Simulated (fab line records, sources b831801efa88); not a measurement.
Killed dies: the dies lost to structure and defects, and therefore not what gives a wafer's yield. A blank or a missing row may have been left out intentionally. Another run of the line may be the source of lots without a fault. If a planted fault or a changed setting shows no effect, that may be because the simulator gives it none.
What tool caused it? | flow sky130 | 32 wafers sampled from 11 lots at 1 step of a route of 708

## WHAT THE GAUGES READ, wafer by wafer
SKY_VIA2_BOW_MEAS_03.
lot  | measured     | on            | VIA2_BOW (um)
L302 | day 34 21:02 | film metro-03 | 91 79 88
L303 | day 35 05:58 | film metro-04 | 75 87 81
L305 | day 35 20:26 | film metro-03 | 77 87 92
L307 | day 36 21:50 | film metro-01 | 90 72 79
L311 | day 38 05:14 | film metro-01 | 90 95 84
L312 | day 38 12:26 | film metro-01 | 76 92 105
L313 | day 38 20:26 | film metro-04 | 83 87 89
L314 | day 39 04:57 | film metro-03 | 85 75 100
L320 | day 40 23:01 | film metro-03 | 85 83
L324 | day 41 19:29 | film metro-04 | 85 92 91
L325 | day 41 22:19 | film metro-01 | 85 94 78

## WHICH TOOL RAN EACH LOT (tool, then ch and the chambers of the sampled wafers, then the start)
There is no process step in the record ahead of these readings.

## AS READ BY THE TOOLS THEMSELVES (means over the sampled wafers that have a number; for cases with no such wafer, the mark the record gives instead)
The record holds no such reading with a usual standard deviation.

## THE ANSWER, worked out from the rows above alone
Rule: the usual values come from the lots themselves. The widest of any qualifying gaps counts: lots, ordered by their means at a reading, are off when they make up no more than a third of the lots, leave a main group of 4 or more, and stand apart from it by 3 or more times the standard deviation of that group's means. A main group whose means are all the same, to the digits that the tables above print for the reading, isn't used. Also off: a lot with no number at a reading for which 4 or more lots have one. All remaining lots with rows at the step are treated as sound. First the gauges in route order, then the tools' own readings, where a lot's mean is used as printed above. The first step at which some lot is off is used, and at that step the reading that is off furthest; a lot without a number counts as furthest.
Across all readings shown, no lot is off: no conclusion can be drawn from this.

## WHAT THE SIMULATOR HAD PUT IN
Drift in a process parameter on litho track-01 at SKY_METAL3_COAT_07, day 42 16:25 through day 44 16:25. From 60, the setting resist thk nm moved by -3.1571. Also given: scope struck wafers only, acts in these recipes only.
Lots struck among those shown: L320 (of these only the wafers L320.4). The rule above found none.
